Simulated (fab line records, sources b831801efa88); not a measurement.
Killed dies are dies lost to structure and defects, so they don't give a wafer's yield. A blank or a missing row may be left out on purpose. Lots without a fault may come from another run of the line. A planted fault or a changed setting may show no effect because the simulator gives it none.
fab line records | flow sky130
record lots=7 wafers=21 last_day=50
route steps=708 shown CAP2M@604
lots that met no fault: from a run of the same line without faults
start_h: hours from the record's first day to the start of the lot's first wafer shown | wait_h: hours since the lot's step before | " the same as in the row above | L1.1+2: a row that stands for several wafers | - no value, or no start given | * or withheld: withheld | < > ~ a bound
route shown NAME@n: a module of which the file shows steps, and the number in the route of the first | usual: mean/standard deviation of fault-free wafers | same: alike in all rows | chamber/n: place in a boat | sites: the reading at each site | _std_site: their standard deviation | _edge_site: outer sites' mean less inner sites' | radius_mm: how far each site lies from the wafer's centre | mask NAME#n: copy n | behind: the tool/chamber that last shaped the wafer | hold: why the lot was held/for how many hours/how that ended | device: the transistor (n, p or np) that didn't switch | end of line: the same wafers' tests at the end of the route | a step without rows: its recipe alone | killed: dies lost to structure and defects at the first sort, not the wafer's yield | map: a wafer's dies, x killed, . not, _ none there
set.NAME: the setting as run; set.NAME@STEP: as run at that earlier step | model.NAME: the simulator's own value behind a step, which no gauge read
lots at some steps of the route; a table a step, a row a wafer
services: from which hour (start_h, from the record's first day; less than 0 if before it) a tool's chamber was out of use, for how many hours, and why
## steps
# step SKY_CAP2M_THK_MEAS_01
# recipe reads=SiO2_of_CAP2M_CVD_00
# usual CAP2M_CVD_00_THK=15.62/0.21
# columns lot.wafer tool chamber start_h wait_h CAP2M_CVD_00_THK[nm]
L132.1 film_metro-04 - 944.53 - 15.68
L132.3 " - " " 15.58
L132.6 " - " " 15.53
L137.1 film_metro-02 - 1000.89 - 15.58
L137.3 " - " " 15.85
L137.6 " - " " 15.93
L141.1 film_metro-02 - 1014.73 - 15.27
L141.5 " - " " 16.06
L141.6 " - " " 15.72
L142.1 film_metro-04 - 1028.79 - 15.32
L142.3 " - " " 15.48
L142.4 " - " " 15.29
L143.1 film_metro-04 - 1044.54 - 15.47
L143.3 " - " " 15.44
L143.4 " - " " 15.75
L150.1 film_metro-01 - 1061.20 - 15.61
L150.3 " - " " 15.51
L150.6 " - " " 15.68
L152.1 film_metro-01 - 1082.86 - 15.36
L152.2 " - " " 15.45
L152.4 " - " " 15.66
# step SKY_CAP2M_SPUTTER_02
# recipe material=TiN target_thk_nm=200 temp_c=300 power_w=6500 time_s=166.7 chamber_pressure_pa=0.4
# usual throttle_valve_pct=29.9/0.97
# columns lot.wafer tool chamber start_h wait_h throttle_valve_pct
L132.1 pvd_sputter-01 - 944.59 0.1 29.6
L132.3 " - " " 29.1
L132.6 " - " " 29.2
L137.1 pvd_sputter-03 - 1000.95 0.1 32.0
L137.3 " - " " 29.7
L137.6 " - " " 29.4
L141.1 pvd_sputter-03 - 1014.79 0.1 29.4
L141.5 " - " " 31.9
L141.6 " - " " 29.8
L142.1 pvd_sputter-04 - 1028.85 0.1 28.4
L142.3 " - " " 30.3
L142.4 " - " " 30.1
L143.1 pvd_sputter-01 - 1044.60 0.1 29.6
L143.3 " - " " 29.4
L143.4 " - " " 31.4
L150.1 pvd_sputter-04 - 1061.26 0.1 30.2
L150.3 " - " " 28.4
L150.6 " - " " 30.5
L152.1 pvd_sputter-03 - 1082.92 0.1 30.6
L152.2 " - " " 31.8
L152.4 " - " " 30.0
# step SKY_CAP2M_RS_MEAS_03
# recipe thk_meas_gauge=four-point-probe reads=TiN_of_CAP2M_SPUTTER_02
# usual CAP2M_TIN_RS=6.94/0.079
# columns lot.wafer tool chamber start_h wait_h CAP2M_TIN_RS[ohm/sq]
L132.1 film_metro-02 - 944.70 0.1 7.05
L132.3 " - " " 6.92
L132.6 " - " " 6.98
L137.1 film_metro-02 - 1001.06 0.1 6.97
L137.3 " - " " 7.05
L137.6 " - " " 6.98
L141.1 film_metro-04 - 1014.90 0.1 6.94
L141.5 " - " " 6.98
L141.6 " - " " 7.07
L142.1 film_metro-04 - 1028.96 0.1 6.96
L142.3 " - " " 6.89
L142.4 " - " " 6.91
L143.1 film_metro-01 - 1044.71 0.1 6.95
L143.3 " - " " 6.93
L143.4 " - " " 6.92
L150.1 film_metro-04 - 1061.37 0.1 6.86
L150.3 " - " " 6.95
L150.6 " - " " 6.88
L152.1 film_metro-04 - 1083.03 0.1 7.07
L152.2 " - " " 6.95
L152.4 " - " " 7.02
# step SKY_CAP2M_THK_MEAS_04
# recipe thk_meas_gauge=xrf reads=TiN_of_CAP2M_SPUTTER_02
# usual CAP2M_TIN_THK=201.1/2.4
# columns lot.wafer tool chamber start_h wait_h CAP2M_TIN_THK[nm]
L132.1 film_metro-02 - 944.82 0.1 197.1
L132.3 " - " " 200.5
L132.6 " - " " 199.7
L137.1 film_metro-02 - 1001.18 0.1 201.1
L137.3 " - " " 197.7
L137.6 " - " " 199.9
L141.1 film_metro-04 - 1015.02 0.1 200.9
L141.5 " - " " 199.5
L141.6 " - " " 197.9
L142.1 film_metro-04 - 1029.08 0.1 200.4
L142.3 " - " " 202.0
L142.4 " - " " 202.2
L143.1 film_metro-01 - 1044.83 0.1 201.0
L143.3 " - " " 202.6
L143.4 " - " " 201.8
L150.1 film_metro-04 - 1061.49 0.1 203.2
L150.3 " - " " 200.9
L150.6 " - " " 203.2
L152.1 film_metro-04 - 1083.15 0.1 196.7
L152.2 " - " " 200.9
L152.4 " - " " 199.2
# step SKY_CAP2M_DEHYDRATE_05
# recipe temp_c=200 time_s=60
# step SKY_CAP2M_HMDS_06
# recipe prime_time_s=60 prime_temp_c=120
# step SKY_CAP2M_COAT_07
# recipe resist=NOVOLAK spin_rpm=3000 resist_thk_nm=1140
# step SKY_CAP2M_SOFTBAKE_08
# recipe temp_c=90 time_s=60 resist=NOVOLAK
# step SKY_CAP2M_EXPOSE_09
# recipe mask_id=CAP2M na=0.6 source_shape=conventional sigma_outer=0.6 polarization=unpolarized target_cd_nm=1000 dose_mj=159
# step SKY_CAP2M_PEB_10
# recipe temp_c=withheld time_s=* resist=NOVOLAK
# step SKY_CAP2M_DEVELOP_11
# recipe resist=NOVOLAK developer=TMAH develop_time_s=60 dev_temp_c=23
# step SKY_CAP2M_OVL_MEAS_12
# usual CAP2M_OVL=-0.6/1.5
# columns lot.wafer tool chamber start_h wait_h CAP2M_OVL[nm]
L132.1 overlay-01 - 968.20 0.1 0.3
L132.3 " - " " -0.7
L132.6 " - " " -0.2
L137.1 overlay-01 - 1023.89 0.1 -0.2
L137.3 " - " " 0.9
L137.6 " - " " -0.1
L141.1 overlay-01 - 1037.55 0.1 -0.5
L141.5 " - " " -0.9
L141.6 " - " " -0.1
L142.1 overlay-01 - 1050.79 0.1 0.0
L142.3 " - " " 0.7
L142.4 " - " " -0.6
L143.1 overlay-02 - 1065.59 0.1 1.4
L143.3 " - " " 1.0
L143.4 " - " " -0.1
L150.1 overlay-02 - 1082.38 0.1 -0.6
L150.3 " - " " -2.0
L150.6 " - " " -0.5
L152.1 overlay-01 - 1103.45 0.1 0.4
L152.2 " - " " 1.0
L152.4 " - " " 2.1
# step SKY_CAP2M_METAL_ETCH_13
# recipe target_depth_nm=220 stop_on=SiO2 chemistry=Cl2/BCl3 target=TiN pressure_mtorr=10 icp_w=900 bias_w=48.5 Cl2_flow_sccm=60 bcl3_flow_sccm=30 time_s=62.9
# usual bcl3_flow_sccm=30.00/0.091 bias_w=48.51/0.13 chamber_pressure_mTorr=10.000/0.0087 drypump_motor_current_A=5.9/0.39 oes_product_au=0.939/0.0073 throttle_valve_pct=21.903/0.01
# columns lot.wafer tool chamber start_h wait_h bcl3_flow_sccm bias_w chamber_pressure_mTorr drypump_motor_current_A oes_product_au rf_hours_counter_h throttle_valve_pct model.NOVOLAK_of_CAP2M_COAT_07.thk_nm
L132.1 rie_metal-04 1 968.24 0.0 30.07 48.53 10.011 6.2 0.925 16 21.898 992
L132.3 " 1 " " 29.96 48.38 10.004 6.1 0.943 - 21.915 992.9
L132.6 " 1 " " 29.71 48.59 9.991 6.1 0.932 - 21.914 992.2
L137.1 rie_metal-03 1 1023.92 0.0 30.07 48.36 10.013 5.7 0.940 11 21.904 998.5
L137.3 " 1 " " 29.97 48.48 10.017 5.6 0.928 - 21.906 999.4
L137.6 " 1 " " 30.01 48.25 10.006 5.7 0.932 - 21.897 997.4
L141.1 rie_metal-04 1 1037.59 0.0 - - - - - - - 1144
L141.5 " 1 " " - - - - - - - 1140
L141.6 " 0 " " - - - - - - - 1143
L142.1 rie_metal-02 0 1050.82 0.0 - - - - - - - 1139
L142.3 " 0 " " - - - - - - - 1140
L142.4 " 1 " " - - - - - - - 1138
L143.1 rie_metal-03 1 1065.62 0.0 - - - - - - - 1137
L143.3 " 1 " " - - - - - - - 1141
L143.4 " 0 " " - - - - - - - 1138
L150.1 rie_metal-04 0 1082.42 0.0 29.87 48.46 10.001 6.1 0.946 9 21.909 999.7
L150.3 " 0 " " 29.99 48.46 9.992 6.1 0.941 - 21.896 993.8
L150.6 " 1 " " 30.05 48.46 9.995 6.1 0.946 - 21.888 995.3
L152.1 rie_metal-03 1 1103.49 0.0 29.99 48.65 10.015 5.6 0.926 17 21.899 989.9
L152.2 " 0 " " 30.06 48.43 10.004 6.1 0.925 21 21.904 994.3
L152.4 " 1 " " 29.91 48.52 9.989 5.6 0.939 - 21.888 994.7
# step SKY_CAP2M_STRIP_14
# recipe chemistry=O2/N2 power_w=1400 pressure_mtorr=1500 platen_temp_c=withheld o2_flow_sccm=3000 n2_flow_sccm=300 overash_fraction=0.5
# usual chamber_pressure_mTorr=1500.1/1.4 drypump_motor_current_A=5.3/0.39 oes_product_au=0.710/0.0048 strip_time_to_endpoint_s=12.67/0.041
# columns lot.wafer tool chamber start_h wait_h chamber_pressure_mTorr drypump_motor_current_A oes_product_au rf_hours_counter_h strip_time_to_endpoint_s
L132.1 plasma_asher-02 0 968.32 0.1 1499.6 5.0 0.705 22 12.66
L132.3 " 1 " " 1499.1 5.0 0.706 - 12.66
L132.6 " 0 " " 1499.5 5.0 0.710 - 12.63
L137.1 plasma_asher-04 1 1024.00 0.1 1499.8 5.9 0.704 116 12.72
L137.3 " 1 " " 1499.3 5.9 0.703 - 12.73
L137.6 " 0 " " 1499.6 5.0 0.711 - 12.69
L141.1 plasma_asher-02 1 1037.67 0.1 1503.2 4.9 0.711 29 14.24
L141.5 " 0 " " 1503.1 5.0 0.723 - 14.18
L141.6 " 1 " " 1500.4 5.0 0.718 - 14.21
L142.1 plasma_asher-04 1 1050.90 0.1 1501.2 5.8 0.716 119 14.16
L142.3 " 0 " " 1498.5 5.0 0.721 - 14.18
L142.4 " 1 " " 1497.8 5.9 0.717 - 14.16
L143.1 plasma_asher-02 0 1065.70 0.1 1500.7 5.1 0.716 32 14.15
L143.3 " 0 " " 1500.1 5.0 0.708 - 14.19
L143.4 " 1 " " 1499.7 4.9 0.711 - 14.16
L150.1 plasma_asher-01 1 1082.50 0.1 1500.5 5.8 0.716 91 12.74
L150.3 " 1 " " 1502.1 5.8 0.699 - 12.65
L150.6 " 0 " " 1499.3 5.4 0.709 - 12.66
L152.1 plasma_asher-01 0 1103.57 0.1 1497.7 5.3 0.710 93 12.64
L152.2 " 1 " " 1500.3 5.8 0.718 93 12.66
L152.4 " 0 " " 1500.1 5.4 0.710 - 12.67
# step SKY_CAP2M_STRIP_15
# recipe chemistry=post_etch_residue_remover time_s=1200 temp_c=72.5
## services
# columns tool chamber start_h hours kind
plasma_asher-01 - 928.51 3.1 repair
pvd_sputter-01 1 939.06 - consumable_replace:kit
pvd_sputter-01 1 939.06 18.0 scheduled_down
pvd_sputter-01 1 939.06 18.0 vent_cycle
pvd_sputter-03 3 966.60 - consumable_replace:kit
pvd_sputter-03 3 966.60 18.0 scheduled_down
pvd_sputter-03 3 966.60 18.0 vent_cycle
pvd_sputter-03 - 975.62 0.7 repair
plasma_asher-01 - 982.43 0.4 repair
rie_metal-04 - 988.89 2.8 pm
plasma_asher-01 - 999.09 3.7 repair
plasma_asher-04 - 1002.51 14.0 repair
plasma_asher-02 - 1008.19 2.8 pm
pvd_sputter-04 - 1010.58 3.0 repair
plasma_asher-01 - 1018.19 0.9 repair
rie_metal-02 - 1052.29 4.3 pm
plasma_asher-04 - 1055.25 9.0 pm
plasma_asher-02 - 1063.33 0.8 repair
rie_metal-03 - 1069.41 0.6 repair
plasma_asher-04 - 1070.68 2.0 repair
rie_metal-02 0 1072.14 4.6 repair
pvd_sputter-03 2 1096.96 - consumable_replace:kit
pvd_sputter-03 2 1096.96 18.0 scheduled_down
pvd_sputter-03 2 1096.96 18.0 vent_cycle
## key
first_sign step=SKY_CAP2M_METAL_ETCH_13 reading=tool_record direction=missing
effect step=SKY_CAP2M_STRIP_14 reading=strip_time_to_endpoint_s direction=up sigmas=37 usual=* struck=*
model_effect step=SKY_CAP2M_METAL_ETCH_13 value=NOVOLAK_of_CAP2M_COAT_07.thk_nm without=994.1 struck=1140
met_at SKY_CAP2M_METAL_ETCH_13
struck_wafers L141.1,L141.5,L141.6,L142.1,L142.3,L142.4,L143.1,L143.3,L143.4
later_rows_left_out L141.1,L141.5,L141.6,L142.1,L142.3,L142.4,L143.1,L143.3,L143.4
sort_left_out L141.1,L141.5,L141.6,L142.1,L142.3,L142.4,L143.1,L143.3,L143.4
onset_between 1023.92 1037.59
fault kind=skipped_step_whole tool=rie_metal-02,rie_metal-03,rie_metal-04 chamber=- onset_h=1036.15 steps=SKY_CAP2M_METAL_ETCH_13 scope=struck_lots_only
# sort_left_out: the simulated sort isn't trusted on such a fault, so these wafers' sort isn't shown, and their yield isn't known
# later_rows_left_out: the simulator's readings of these wafers behind a module that went badly wrong aren't trusted and aren't shown, but for the sort
